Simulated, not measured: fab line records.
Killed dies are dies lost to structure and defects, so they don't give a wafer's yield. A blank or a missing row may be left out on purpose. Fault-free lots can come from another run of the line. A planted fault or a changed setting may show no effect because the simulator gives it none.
fab line records	flow sky130
[record] lots = 12	wafers = 36	lastDay = 49
route steps=708 shown VIA4@641 METAL5@676 PASSIVATION@683 PAD_OPEN@708
lots that met no fault: from a run of the same line without faults
startH: start of the lot's first displayed wafer, in hours after the record's first day	waitH: hours since the lot's step before	" identical to the entry in the row above	L1.1+2: a single row standing in for several wafers	- no value, or no start given	* or withheld: withheld	< > ~ a bound
route shown NAME@n: names a module that has steps shown in the file, with the first one's number in the route	usual: mean and standard deviation over wafers with no fault	same: alike in all rows	chamber/n: place in a boat	sites: the reading at each site	_std_site: how widely they spread, as a standard deviation	_edge_site: inner sites' mean taken away from outer sites' mean	radiusMm: for every site, how far away it sits from the centre of the wafer	mask NAME#n: copy n	behind: the most recent tool/chamber to have shaped the wafer	hold: reason for holding the lot/hours on hold/outcome of the hold	device: the transistor (n, p or np) that didn't switch	end of line: the route-end tests of the same wafers	where a step has no rows: the recipe by itself	killed: at the first sort, the dies lost to defects and structure; wafer yield is something else	map: shows each die of a wafer: x if killed, . if not, _ if none is there
set.NAME: the run value of the setting; set.NAME@STEP: its run value at that earlier step	model.NAME: the simulator's own value behind a step, which no gauge read
steps of the route over a sample of lots; a table a step, a row a wafer
services: the hour from which a tool's chamber was out of use, counted from the record's first day as startH (under 0 if before that day), plus the number of hours and why
[[steps]]
[step SKY_VIA4_CMP_02]
[recipe] material = SiO2	downForcePsi = 4	platenRpm = 60	padVelocityMS = 0.94248
[usual] motorCurrentA = 12.3/0.98
lot.wafer	tool	chamber	startH	waitH	motorCurrentA
L226.3	cmp-01	0	970.90	0.1	11.1
L226.5	"	3	"	"	10.8
L226.6	"	0	"	"	11.2
L225.1	cmp-01	1	972.66	0.1	13.1
L225.2	"	2	"	"	12.9
L225.5	"	1	"	"	13.2
L232.2	cmp-01	1	1032.28	0.1	12.2
L232.3	"	2	"	"	12.4
L232.5	"	3	"	"	10.4
L233.2	cmp-02	3	1034.42	0.0	12.9
L233.4	"	2	"	"	12.0
L233.6	"	3	"	"	12.8
L234.3	cmp-01	2	1038.96	0.1	11.8
L234.4	"	3	"	"	11.1
L234.1	"	0	"	"	10.6
L237.2	cmp-01	0	1062.93	1.0	10.6
L237.5	"	2	"	"	12.5
L237.6	"	3	"	"	10.9
L238.2	cmp-02	2	1069.10	0.1	12.6
L238.4	"	3	"	"	13.1
L238.1	"	0	"	"	13.7
L239.1	cmp-02	3	1072.41	0.1	13.4
L239.3	"	0	"	"	12.8
L239.6	"	0	"	"	12.7
L243.4	cmp-02	3	1090.84	0.1	13.2
L243.6	"	1	"	"	12.2
L243.5	"	2	"	"	12.1
L244.3	cmp-02	2	1095.86	0.0	12.3
L244.6	"	2	"	"	12.6
L244.5	"	3	"	"	13.2
L245.3	cmp-02	3	1105.79	0.0	13.7
L245.4	"	0	"	"	13.3
L245.2	"	1	"	"	13.4
L246.1	cmp-01	2	1107.80	0.1	12.4
L246.2	"	0	"	"	10.5
L246.5	"	1	"	"	12.9
[step SKY_VIA4_CMP_21]
[recipe] stopOn = SiO2	tOverpolishS = 25	downForcePsi = 3.5	platenRpm = 60	targetThkNm = 0	padVelocityMS = 0.94248
[usual] motorCurrentA = 11.2/0.9	overpolishRunS = 25.000/0.0082	timeToEndpointS = 124/4.9
lot.wafer	tool	chamber	startH	waitH	motorCurrentA	overpolishRunS	timeToEndpointS
L226.3	cmp-01	2	997.03	0.1	11.5	25.017	124
L226.6	"	0	"	"	10.1	25.011	132
L226.5	"	1	"	"	11.7	24.998	130
L225.1	cmp-01	2	999.11	0.1	11.4	24.986	121
L225.2	"	3	"	"	9.9	25.015	124
L225.5	"	0	"	"	10.4	24.991	129
L232.3	cmp-02	1	1054.39	0.1	11.8	24.993	118
L232.2	"	2	"	"	11.5	25.001	119
L232.5	"	0	"	"	12.0	25.006	113
L233.4	cmp-01	1	1057.28	0.1	11.2	25.003	127
L233.2	"	2	"	"	12.0	24.992	121
L233.6	"	0	"	"	10.6	24.996	128
L234.4	cmp-01	3	1061.63	1.1	9.5	25.011	119
L234.3	"	1	"	"	11.9	25.003	127
L234.1	"	2	"	"	11.7	25.009	121
L237.2	cmp-02	1	1085.38	0.6	11.1	24.994	129
L237.6	"	2	"	"	11.3	25.005	133
L237.5	"	3	"	"	11.7	25.015	127
L238.4	cmp-01	3	1090.89	0.0	9.6	24.998	115
L238.1	"	1	"	"	12.2	25.013	123
L238.2	"	2	"	"	11.7	25.004	118
L239.1	cmp-01	3	1094.27	0.1	9.3	25.002	121
L239.3	"	0	"	"	10.1	25.013	130
L239.6	"	3	"	"	10.1	24.996	124
L243.4	cmp-01	2	1112.28	0.1	11.5	24.995	124
L243.6	"	1	"	"	12.3	25.013	130
L243.5	"	2	"	"	11.5	25.005	131
L244.3	cmp-02	0	1117.58	0.1	11.7	25.006	121
L244.5	"	2	"	"	11.0	24.981	133
L244.6	"	3	"	"	11.5	24.988	129
L245.4	cmp-02	2	1126.88	0.1	11.2	25.005	126
L245.2	"	3	"	"	12.1	25.010	120
L245.3	"	0	"	"	11.5	24.997	118
L246.2	cmp-02	0	1128.53	0.0	12.6	24.995	117
L246.1	"	2	"	"	11.5	24.998	125
L246.5	"	0	"	"	12.5	24.988	115
[step SKY_METAL5_METAL_ETCH_15]
[recipe] targetDepthA = 12600	stopOn = SiO2	overEtchFrac = 0.2	timeS = 252	chemistry = Cl2/BCl3	resistSidewallDeg = 86	pressureMtorr = 10	icpW = 900	biasW = 48.5	Cl2_flow_sccm = 60	bcl3FlowSccm = 30
[usual] drypumpMotorCurrentA = 5.5/0.54	oesProductAu = 0.894/0.0051	throttleValvePct = 22.263/0.009
[same] overEtchFrac = 0.2	timeS = 252
lot.wafer	tool	chamber	startH	waitH	drypumpMotorCurrentA	oesProductAu	rfHoursCounterH	throttleValvePct
L226.3	rieMetal-01	1	1019.68	0.1	6.1	0.899	-	22.255
L226.5	"	0	"	"	4.9	0.893	-	22.258
L226.6	"	1	"	"	6.1	0.895	-	22.253
L225.1	rieMetal-01	0	1022.13	0.0	4.9	0.889	15	22.263
L225.2	"	1	"	"	6.1	0.896	11	22.265
L225.5	"	1	"	"	6.1	0.896	-	22.259
L232.2	rieMetal-04	0	1075.33	0.0	4.6	0.903	22	22.254
L232.3	"	1	"	"	5.7	0.882	-	22.276
L232.5	"	0	"	"	4.6	0.893	-	22.260
L233.2	rieMetal-04	0	1077.38	0.0	4.6	0.896	23	22.252
L233.4	"	1	"	"	5.7	0.898	-	22.283
L233.6	"	0	"	"	4.6	0.891	-	22.255
L234.1	rieMetal-02	1	1082.07	0.0	6.1	0.899	11	22.275
L234.3	"	1	"	"	6.1	0.896	-	22.264
L234.4	"	0	"	"	5.5	0.897	-	22.258
L237.2	rieMetal-04	1	1105.58	0.0	5.7	0.890	12	22.282
L237.5	"	0	"	"	4.6	0.899	-	22.250
L237.6	"	1	"	"	5.7	0.890	-	22.263
L238.1	rieMetal-04	0	1111.18	0.0	4.7	0.892	25	22.256
L238.2	"	1	"	"	5.7	0.905	13	22.260
L238.4	"	1	"	"	5.7	0.887	-	22.271
L239.1	rieMetal-01	1	1114.33	0.0	6.1	0.898	17	22.250
L239.3	"	0	"	"	4.9	0.887	-	22.266
L239.6	"	0	"	"	4.9	0.902	-	22.264
L243.4	rieMetal-04	1	1132.58	0.1	5.6	0.895	-	22.263
L243.5	"	0	"	"	4.6	0.893	-	22.261
L243.6	"	1	"	"	5.6	0.897	-	22.267
L244.3	rieMetal-02	1	1135.75	0.1	6.1	0.896	-	22.250
L244.5	"	1	"	"	6.1	0.897	-	22.259
L244.6	"	0	"	"	5.5	0.894	-	22.250
L245.2	rieMetal-02	0	1145.63	0.0	5.5	0.885	30	22.273
L245.3	"	1	"	"	6.1	0.884	-	22.267
L245.4	"	0	"	"	5.5	0.894	-	22.265
L246.1	rieMetal-02	0	1146.85	0.0	5.5	0.903	30	22.266
L246.2	"	1	"	"	6.1	0.895	17	22.250
L246.5	"	1	"	"	6.1	0.896	-	22.261
[step SKY_PASSIVATION_CVD_02]
[recipe] material = Si3N4	targetThkNm = 540	tempC = 400	timeS = withheld	rfW = 450
[usual] heaterPowerOuterW = 400/63	heaterPowerW = 677/94	susceptorTempC = 400.00/0.24
lot.wafer	tool	chamber	startH	waitH	heaterPowerOuterW	heaterPowerW	susceptorTempC
L226.3	pecvd-02	0	1020.52	0.0	532	787	400.13
L226.5	"	2	"	"	418	732	400.27
L226.6	"	0	"	"	529	816	400.03
L225.1	pecvd-03	2	1023.04	0.1	379	715	399.69
L225.2	"	0	"	"	380	633	400.50
L225.5	"	0	"	"	424	675	400.58
L232.2	pecvd-01	1	1076.24	0.0	-	-	-
L232.3	"	2	"	"	-	-	-
L232.5	"	2	"	"	-	-	-
L233.2	pecvd-02	0	1078.33	0.0	-	-	-
L233.4	"	1	"	"	-	-	-
L233.6	"	0	"	"	-	-	-
L234.1	pecvd-02	2	1083.02	0.1	-	-	-
L234.3	"	1	"	"	-	-	-
L234.4	"	1	"	"	-	-	-
L237.2	pecvd-01	1	1106.48	0.0	331	571	399.84
L237.5	"	0	"	"	351	557	399.82
L237.6	"	1	"	"	287	496	399.76
L238.1	pecvd-02	2	1112.09	0.1	402	680	400.37
L238.2	"	1	"	"	416	756	399.94
L238.4	"	2	"	"	419	722	400.11
L239.1	pecvd-02	2	1115.25	0.1	406	677	399.84
L239.3	"	1	"	"	398	717	400.32
L239.6	"	0	"	"	459	719	400.10
L243.4	pecvd-02	0	1133.56	0.1	489	769	400.16
L243.5	"	2	"	"	413	686	400.21
L243.6	"	1	"	"	446	803	399.91
L244.3	pecvd-02	2	1136.63	0.0	406	690	399.92
L244.5	"	2	"	"	418	745	399.94
L244.6	"	1	"	"	446	803	400.18
L245.2	pecvd-02	0	1146.55	0.0	472	747	400.02
L245.3	"	2	"	"	332	597	400.30
L245.4	"	0	"	"	496	779	400.11
L246.1	pecvd-01	1	1147.83	0.1	282	511	400.68
L246.2	"	2	"	"	262	510	400.12
L246.5	"	0	"	"	402	624	400.26
[step SKY_PAD_OPEN_PROBE_99]
[usual] defectLimitedYield = 82.7/1.9	killed_at_M0_to_M3 = 43/6.8	killed_at_M4_up = 2.9/1.7	killedAtContacts = 24/5.4	killedAtFrontEnd = 15/4.8	killedAtOther = 0.3/0.57	killedDies = 85/9.4	killedOnRim = 16/4	killedOpen = 47/7.5	killedShort = 38/5.7	sort_bin_3_pad_short = 0.8/0.37	sort_bin_5_function = 10.2/1.5	sort_bin_6_memory = 6.2/1.1	sortNPass = 407/9.4	sortYieldPct = 82.7/1.9
[same] grossDies = 492	killedAtBackSide = 0	sort_bin_4_leakage[%] = 0	sort_bin_8_speed[%] = 0
lot.wafer	tool	chamber	startH	waitH	defectLimitedYield[%]	killed_at_M0_to_M3	killed_at_M4_up	killedAtContacts	killedAtFrontEnd	killedAtOther	killedDies	killedOnRim	killedOpen	killedShort	sort_bin_3_pad_short[%]	sort_bin_5_function[%]	sort_bin_6_memory[%]	sortNPass	sortYieldPct[%]
L226.3	prober-01	-	1065.39	0.2	84.3	42	4	21	10	0	77	12	46	31	0.8	6.9	7.9	415	84.3
L226.5	prober-01	-	1065.49	0.2	84.8	35	1	32	7	0	75	14	42	33	0.4	9.3	5.5	417	84.8
L226.6	prober-01	-	1065.54	0.2	85.0	38	0	19	17	0	74	13	49	25	0.2	10.6	4.3	418	85.0
L225.1	prober-02	-	1070.34	0.1	80.5	52	0	31	13	0	96	15	49	47	1.6	10.4	7.5	396	80.5
L225.2	prober-02	-	1070.39	0.1	84.1	43	1	21	12	1	78	15	39	39	1.2	9.6	5.1	414	84.1
L225.5	prober-02	-	1070.54	0.2	82.3	45	0	32	10	0	87	15	52	35	0.8	10.0	6.9	405	82.3
L232.2	prober-02	-	1118.12	0.1	85.4	39	4	13	16	0	72	15	41	31	1.0	9.8	3.9	420	85.4
L232.3	prober-02	-	1118.17	0.2	85.2	31	6	19	17	0	73	17	27	46	0.6	8.7	5.5	419	85.2
L232.5	prober-02	-	1118.27	0.2	82.7	41	6	20	16	2	85	16	45	40	0.8	10.8	5.7	407	82.7
L233.2	prober-01	-	1120.72	0.1	81.9	41	0	33	15	0	89	24	53	36	1.0	10.8	6.3	403	81.9
L233.4	prober-01	-	1120.82	0.2	81.9	46	1	30	12	0	89	10	44	45	1.4	9.1	7.5	403	81.9
L233.6	prober-01	-	1120.92	0.2	79.1	54	5	28	16	0	103	20	56	47	0.4	13.4	7.1	389	79.1
L234.1	prober-02	-	1126.15	0.1	81.3	45	3	21	23	0	92	17	51	41	1.0	10.2	7.5	400	81.3
L234.3	prober-02	-	1126.25	0.2	78.9	50	3	33	17	1	104	16	61	43	1.2	12.2	7.7	388	78.9
L234.4	prober-02	-	1126.30	0.2	84.6	26	4	22	23	1	76	16	33	43	1.0	8.7	5.7	416	84.6
L237.2	prober-01	-	1147.90	0.1	83.1	34	4	23	22	0	83	15	47	36	0.6	9.1	7.1	409	83.1
L237.5	prober-01	-	1148.05	0.2	83.3	48	2	21	11	0	82	11	39	43	1.2	10.6	4.9	410	83.3
L237.6	prober-01	-	1148.10	0.2	80.7	50	3	31	11	0	95	24	53	42	1.0	11.8	6.5	397	80.7
L238.1	prober-02	-	1151.99	0.1	83.9	33	4	21	20	1	79	14	41	38	0.8	9.1	6.1	413	83.9
L238.2	prober-02	-	1152.04	0.1	80.7	45	4	28	18	0	95	22	56	39	0.4	10.6	8.3	397	80.7
L238.4	prober-02	-	1152.14	0.2	85.8	31	2	25	11	1	70	16	41	29	0.4	8.3	5.5	422	85.8
L239.1	prober-01	-	1154.72	0.1	81.5	50	4	22	14	1	91	23	56	35	0.8	10.6	7.1	401	81.5
L239.3	prober-01	-	1154.82	0.2	78.9	49	1	32	22	0	104	22	57	47	1.6	12.6	6.9	388	78.9
L239.6	prober-01	-	1154.97	0.2	83.9	44	1	23	10	1	79	19	46	33	0.6	8.5	6.9	413	83.9
L243.4	prober-01	-	1171.51	0.2	82.3	46	2	23	16	0	87	18	46	41	0.4	10.6	6.7	405	82.3
L243.5	prober-01	-	1171.56	0.2	85.4	39	2	16	15	0	72	12	39	33	1.2	9.3	4.1	420	85.4
L243.6	prober-01	-	1171.61	0.2	81.5	39	1	31	20	0	91	17	58	33	0.4	11.6	6.5	401	81.5
L244.3	prober-02	-	1173.32	0.2	88.6	31	1	19	5	0	56	11	29	27	0.6	6.7	4.1	436	88.6
L244.5	prober-02	-	1173.42	0.2	86.4	41	5	12	8	1	67	18	32	35	0.4	8.1	5.1	425	86.4
L244.6	prober-02	-	1173.47	0.2	84.8	37	4	23	10	1	75	15	43	32	0.6	9.8	4.9	417	84.8
L245.2	prober-01	-	1182.12	0.1	80.7	42	1	28	23	1	95	17	53	42	0.8	12.2	6.3	397	80.7
L245.3	prober-01	-	1182.17	0.2	83.5	36	2	24	19	0	81	9	48	33	0.4	11.0	5.1	411	83.5
L245.4	prober-01	-	1182.22	0.2	81.1	50	5	26	11	1	93	19	46	47	0.8	11.4	6.7	399	81.1
L246.1	prober-02	-	1182.76	0.1	87.0	31	3	21	9	0	64	15	32	32	0.6	8.5	3.9	428	87.0
L246.2	prober-02	-	1182.81	0.1	82.5	38	5	26	17	0	86	15	48	38	0.2	11.2	6.1	406	82.5
L246.5	prober-02	-	1182.96	0.2	84.8	39	5	19	12	0	75	16	33	42	0.6	9.1	5.5	417	84.8
// killed by level:class
L226.3 VIA1:geometricParticle:open=12 CONTACT:geometricParticle:open=8 VIA1:geometricParticle:short=6 VIA3:geometricParticle:open=6 FIELD_ISO:geometricParticle:open=5 LI_CONTACT:geometricParticle:open=5 LOCAL_INTERCONNECT:geometricParticle:short=4 METAL2:geometricParticle:short=4
L226.5 VIA3:geometricParticle:open=10 CONTACT:geometricParticle:open=9 LI_CONTACT:geometricParticle:open=6 LI_CONTACT:geometricParticle:short=6 VIA1:geometricParticle:open=6 LOCAL_INTERCONNECT:geometricParticle:short=5 METAL1:geometricParticle:short=5 CONTACT:geometricParticle:short=4
L226.6 VIA1:geometricParticle:open=18 POLY_GATE:geometricParticle:open=7 CONTACT:geometricParticle:open=6 LI_CONTACT:geometricParticle:open=5 CONTACT:geometricParticle:short=5 FIELD_ISO:geometricParticle:open=3 POLY_GATE:geometricParticle:short=3 METAL2:geometricParticle:short=3
L225.1 VIA1:geometricParticle:open=15 CONTACT:geometricParticle:open=12 CONTACT:geometricParticle:short=9 METAL3:geometricParticle:short=7 LOCAL_INTERCONNECT:geometricParticle:short=6 VIA1:geometricParticle:short=5 VIA2:geometricParticle:short=5 FIELD_ISO:geometricParticle:open=4
L225.2 CONTACT:geometricParticle:open=7 VIA1:geometricParticle:open=7 VIA3:geometricParticle:open=7 LI_CONTACT:geometricParticle:open=6 VIA1:geometricParticle:short=5 VIA2:geometricParticle:short=5 FIELD_ISO:geometricParticle:short=4 CONTACT:geometricParticle:short=4
L225.5 CONTACT:geometricParticle:open=16 VIA1:geometricParticle:open=12 VIA2:geometricParticle:open=10 METAL2:geometricParticle:short=6 CONTACT:geometricParticle:short=5 POLY_GATE:geometricParticle:short=4 LI_CONTACT:geometricParticle:short=4 VIA3:geometricParticle:open=4
L232.2 VIA1:geometricParticle:open=11 LI_CONTACT:geometricParticle:open=8 METAL2:geometricParticle:short=7 FIELD_ISO:geometricParticle:open=5 POLY_GATE:geometricParticle:open=5 VIA1:geometricParticle:short=5 VIA2:geometricParticle:open=5 CONTACT:geometricParticle:open=4
L232.3 POLY_GATE:geometricParticle:short=9 VIA1:geometricParticle:open=8 LOCAL_INTERCONNECT:geometricParticle:short=8 FIELD_ISO:geometricParticle:short=4 METAL4:geometricParticle:short=4 CONTACT:geometricParticle:open=4 METAL1:geometricParticle:short=4 VIA1:geometricParticle:short=4
L232.5 VIA1:geometricParticle:open=13 CONTACT:geometricParticle:open=6 METAL2:geometricParticle:short=5 VIA1:geometricParticle:short=5 LI_CONTACT:geometricParticle:short=5 LI_CONTACT:geometricParticle:open=5 VIA3:geometricParticle:open=5 FIELD_ISO:geometricParticle:open=4
L233.2 CONTACT:geometricParticle:open=12 VIA1:geometricParticle:open=9 LI_CONTACT:geometricParticle:open=8 VIA3:geometricParticle:open=8 CONTACT:geometricParticle:short=7 POLY_GATE:geometricParticle:open=6 LI_CONTACT:geometricParticle:short=5 VIA1:geometricParticle:short=5
L233.4 LOCAL_INTERCONNECT:geometricParticle:short=9 CONTACT:geometricParticle:open=8 VIA1:geometricParticle:open=8 VIA3:geometricParticle:open=8 LI_CONTACT:geometricParticle:open=6 METAL2:geometricParticle:short=6 VIA2:geometricParticle:open=6 CONTACT:geometricParticle:short=5
L233.6 CONTACT:geometricParticle:open=13 VIA3:geometricParticle:open=12 METAL2:geometricParticle:short=9 VIA1:geometricParticle:open=8 FIELD_ISO:geometricParticle:open=6 LI_CONTACT:geometricParticle:open=6 METAL3:geometricParticle:short=6 METAL1:geometricParticle:short=5
L234.1 CONTACT:geometricParticle:open=9 VIA2:geometricParticle:open=9 VIA3:geometricParticle:open=8 VIA1:geometricParticle:open=7 METAL2:geometricParticle:short=6 FIELD_ISO:geometricParticle:open=5 POLY_GATE:geometricParticle:open=5 LOCAL_INTERCONNECT:geometricParticle:short=5
L234.3 CONTACT:geometricParticle:open=16 VIA1:geometricParticle:open=11 VIA3:geometricParticle:open=9 METAL2:geometricParticle:short=7 FIELD_ISO:geometricParticle:open=6 CONTACT:geometricParticle:short=6 VIA2:geometricParticle:open=6 LI_CONTACT:geometricParticle:open=5
L234.4 CONTACT:geometricParticle:open=8 FIELD_ISO:geometricParticle:short=6 LI_CONTACT:geometricParticle:open=6 POLY_GATE:geometricParticle:short=5 VIA2:geometricParticle:short=5 FIELD_ISO:geometricParticle:open=4 VIA2:geometricParticle:open=4 VIA1:geometricParticle:open=4
L237.2 VIA1:geometricParticle:open=8 LI_CONTACT:geometricParticle:open=7 CONTACT:geometricParticle:open=7 FIELD_ISO:geometricParticle:open=6 POLY_GATE:geometricParticle:open=6 METAL2:geometricParticle:short=6 VIA3:geometricParticle:open=6 FIELD_ISO:geometricParticle:short=5
L237.5 METAL2:geometricParticle:short=10 CONTACT:geometricParticle:open=8 VIA2:geometricParticle:open=8 VIA1:geometricParticle:open=7 VIA3:geometricParticle:open=6 CONTACT:geometricParticle:short=6 VIA3:geometricParticle:short=5 POLY_GATE:geometricParticle:short=4
L237.6 CONTACT:geometricParticle:open=10 LI_CONTACT:geometricParticle:open=9 VIA1:geometricParticle:open=8 VIA2:geometricParticle:open=7 VIA3:geometricParticle:open=7 LOCAL_INTERCONNECT:geometricParticle:short=6 FIELD_ISO:geometricParticle:open=4 METAL3:geometricParticle:short=4
L238.1 LI_CONTACT:geometricParticle:open=8 VIA1:geometricParticle:open=7 VIA2:geometricParticle:open=7 CONTACT:geometricParticle:open=6 POLY_GATE:geometricParticle:short=5 LOCAL_INTERCONNECT:geometricParticle:short=4 VIA1:geometricParticle:short=4 METAL1:geometricParticle:short=4
L238.2 VIA1:geometricParticle:open=12 CONTACT:geometricParticle:open=9 VIA2:geometricParticle:open=9 LI_CONTACT:geometricParticle:open=8 VIA1:geometricParticle:short=6 VIA3:geometricParticle:open=5 LI_CONTACT:geometricParticle:short=5 SPACER:geometricParticle:open=5
L238.4 LI_CONTACT:geometricParticle:open=9 VIA1:geometricParticle:open=8 CONTACT:geometricParticle:open=7 CONTACT:geometricParticle:short=5 VIA2:geometricParticle:open=5 LOCAL_INTERCONNECT:geometricParticle:short=4 METAL1:geometricParticle:short=3 METAL2:geometricParticle:short=3
L239.1 VIA1:geometricParticle:open=18 VIA3:geometricParticle:open=9 CONTACT:geometricParticle:open=8 METAL2:geometricParticle:short=7 FIELD_ISO:geometricParticle:short=5 POLY_GATE:geometricParticle:short=4 LI_CONTACT:geometricParticle:open=4 LOCAL_INTERCONNECT:geometricParticle:short=4
L239.3 VIA1:geometricParticle:open=12 LI_CONTACT:geometricParticle:open=9 VIA3:geometricParticle:open=8 FIELD_ISO:geometricParticle:open=6 FIELD_ISO:geometricParticle:short=6 CONTACT:geometricParticle:short=6 CONTACT:geometricParticle:open=6 LI_CONTACT:geometricParticle:short=5
L239.6 VIA1:geometricParticle:open=13 CONTACT:geometricParticle:open=9 METAL1:geometricParticle:short=6 LI_CONTACT:geometricParticle:open=5 VIA1:geometricParticle:short=5 VIA2:geometricParticle:open=5 FIELD_ISO:geometricParticle:open=4 LI_CONTACT:geometricParticle:short=4
L243.4 CONTACT:geometricParticle:open=13 VIA1:geometricParticle:open=10 VIA1:geometricParticle:short=9 VIA3:geometricParticle:open=6 VIA2:geometricParticle:open=4 VIA2:geometricParticle:short=4 METAL2:geometricParticle:short=4 FIELD_ISO:geometricParticle:short=3
L243.5 VIA3:geometricParticle:open=9 FIELD_ISO:geometricParticle:short=6 LI_CONTACT:geometricParticle:open=6 VIA2:geometricParticle:open=6 VIA1:geometricParticle:short=5 METAL2:geometricParticle:open=5 LOCAL_INTERCONNECT:geometricParticle:short=4 CONTACT:geometricParticle:open=4
L243.6 CONTACT:geometricParticle:open=13 LI_CONTACT:geometricParticle:open=12 FIELD_ISO:geometricParticle:open=9 VIA1:geometricParticle:open=7 VIA3:geometricParticle:open=6 POLY_GATE:geometricParticle:open=5 METAL1:geometricParticle:short=5 VIA3:geometricParticle:short=5
L244.3 VIA1:geometricParticle:open=6 CONTACT:geometricParticle:open=6 VIA3:geometricParticle:open=6 LI_CONTACT:geometricParticle:short=4 LI_CONTACT:geometricParticle:open=4 CONTACT:geometricParticle:short=4 METAL1:geometricParticle:short=3 VIA1:geometricParticle:short=3
L244.5 VIA1:geometricParticle:open=14 METAL3:geometricParticle:short=5 METAL4:geometricParticle:short=5 LOCAL_INTERCONNECT:geometricParticle:short=4 CONTACT:geometricParticle:open=4 METAL1:geometricParticle:short=4 METAL2:geometricParticle:short=4 POLY_GATE:geometricParticle:open=3
L244.6 CONTACT:geometricParticle:open=12 VIA1:geometricParticle:open=9 VIA2:geometricParticle:open=7 VIA3:geometricParticle:open=6 LOCAL_INTERCONNECT:geometricParticle:short=5 LI_CONTACT:geometricParticle:open=4 VIA3:geometricParticle:short=4 METAL1:geometricParticle:short=4
L245.2 CONTACT:geometricParticle:open=10 VIA1:geometricParticle:open=9 POLY_GATE:geometricParticle:short=8 VIA3:geometricParticle:open=8 LI_CONTACT:geometricParticle:open=7 VIA2:geometricParticle:open=7 FIELD_ISO:geometricParticle:open=6 FIELD_ISO:geometricParticle:short=6
L245.3 VIA1:geometricParticle:open=10 CONTACT:geometricParticle:open=9 LI_CONTACT:geometricParticle:open=8 FIELD_ISO:geometricParticle:short=7 POLY_GATE:geometricParticle:open=4 VIA3:geometricParticle:short=4 POLY_GATE:geometricParticle:short=3 METAL2:geometricParticle:short=3
L245.4 VIA1:geometricParticle:open=12 METAL1:geometricParticle:short=8 VIA2:geometricParticle:open=8 CONTACT:geometricParticle:open=7 FIELD_ISO:geometricParticle:short=5 LI_CONTACT:geometricParticle:open=5 CONTACT:geometricParticle:short=4 METAL2:geometricParticle:short=4
L246.1 CONTACT:geometricParticle:open=9 VIA3:geometricParticle:open=8 VIA2:geometricParticle:open=6 METAL2:geometricParticle:short=5 LI_CONTACT:geometricParticle:short=4 METAL1:geometricParticle:short=4 POLY_GATE:geometricParticle:short=3 LOCAL_INTERCONNECT:geometricParticle:short=3
L246.2 LI_CONTACT:geometricParticle:open=9 VIA1:geometricParticle:open=9 VIA3:geometricParticle:open=8 CONTACT:geometricParticle:open=8 POLY_GATE:geometricParticle:short=6 METAL2:geometricParticle:short=6 VIA2:geometricParticle:open=6 LOCAL_INTERCONNECT:geometricParticle:short=5
L246.5 VIA1:geometricParticle:open=10 METAL1:geometricParticle:short=7 CONTACT:geometricParticle:open=7 FIELD_ISO:geometricParticle:short=5 VIA2:geometricParticle:open=5 METAL4:geometricParticle:short=5 CONTACT:geometricParticle:short=4 METAL2:geometricParticle:short=4
[[services]]
tool	chamber	startH	hours	kind
cmp-01	-	963.66	2.7	repair
cmp-02	-	975.61	1.3	repair
rieMetal-02	0	982.48	9.1	repair
pecvd-03	-	1000.08	0.8	pm
rieMetal-01	-	1005.90	2.8	pm
cmp-01	-	1008.61	5.6	repair
pecvd-01	-	1012.18	2.6	repair
cmp-02	-	1017.09	1.4	repair
cmp-02	-	1018.49	4.2	pm
cmp-02	-	1033.05	0.5	repair
cmp-02	-	1058.02	4.2	repair
cmp-01	-	1063.87	0.4	repair
rieMetal-04	-	1066.26	0.5	repair
cmp-01	-	1084.12	4.0	pm
cmp-01	-	1088.12	-	consumableReplace:conditioner
cmp-01	-	1088.12	-	consumableReplace:pad
cmp-01	-	1091.93	0.9	repair
pecvd-01	2	1099.30	11.9	repair
pecvd-03	-	1101.48	0.7	repair
rieMetal-01	-	1113.47	0.3	repair
pecvd-02	1	1118.37	5.5	scheduledDown
pecvd-03	2	1128.60	4.6	repair
cmp-02	-	1142.46	3.9	repair
pecvd-02	1	1146.18	5.0	repair
[[key]]
[firstSign] step = SKY_PASSIVATION_CVD_02	reading = toolRecord	direction = missing
effect none on later readings
metAt SKY_PASSIVATION_CVD_02
struckLots L232,L233,L234
notActingAt SKY_VIA4_CMP_02,SKY_VIA4_CMP_21,SKY_METAL5_METAL_ETCH_15
onsetBetween 1020.52 1076.24
[fault] kind = skippedStepWhole	tool = pecvd-01,pecvd-02	chamber = -	onsetH = 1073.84	steps = SKY_PASSIVATION_CVD_02	scope = struckLotsOnly
